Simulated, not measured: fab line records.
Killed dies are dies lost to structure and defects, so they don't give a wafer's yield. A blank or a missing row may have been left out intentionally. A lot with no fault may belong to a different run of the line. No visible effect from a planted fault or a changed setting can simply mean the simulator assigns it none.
Chamber matching + flow gf180mcu + GF_CONTACT_CMP_27 on cmp-02: 4 sister chambers
The step polishes, stops on SiO2, t overpolish 15 s, target thk 0 nm. 8 wafers are shown with their chamber, then 6 later ones without.

## WAFERS WITH THEIR CHAMBER
| wafer  | chamber | motor-current-A (A) | time-to-endpoint-s (s) |
|--------|---------|---------------------|------------------------|
| L794.5 | 1       | 12.7                | 72                     |
| L795.1 | 1       | 12.1                | 70                     |
| L796.3 | 2       | 13.4                | 78                     |
| L799.1 | 2       | 13.8                | 77                     |
| L799.3 | 0       | 11.6                | 76                     |
| L799.5 | 3       | 9.3                 | 71                     |
| L808.3 | 3       | 10.0                | 71                     |
| L808.5 | 0       | 11.2                | 75                     |

## WAFERS WHOSE CHAMBER IS MISSING
| wafer  | motor-current-A (A) | time-to-endpoint-s (s) |
|--------|---------------------|------------------------|
| L810.1 | 12.3                | 76                     |
| L810.3 | 10.7                | 74                     |
| L810.4 | 9.8                 | 73                     |
| L813.3 | 13.1                | 80                     |
| L813.4 | 12.4                | 73                     |
| L813.6 | 13.9                | 75                     |

## EACH ONE'S CHAMBER
| wafer  | from the rows above     | in truth |
|--------|-------------------------|----------|
| L810.1 | can't be placed: 0 or 2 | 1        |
| L810.3 | can't be placed: 0 or 3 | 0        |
| L810.4 | 3                       | 3        |
| L813.3 | 2                       | 2        |
| L813.4 | can't be placed: 1 or 0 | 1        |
| L813.6 | 2                       | 2        |
Placed correctly: 3 of 6. Not placeable from these rows: 3 (in 2, the candidates include the true chamber). Wrongly placed: 0.
How it was worked out, from the rows above alone: a wafer's distance from a chamber is the root of the sum, over the readings, of the square of ((its reading less the chamber's mean) divided by the reading's scatter). If the next closest chamber is less than 2 further off than the closest, the wafer can't be placed; otherwise it belongs to the closest. The mean given for a chamber averages the wafers shown for that chamber. How the scatter is found: for the shown wafers, subtract from each reading the mean of its chamber, square and add these, divide the total by (wafers less chambers), then take the root.
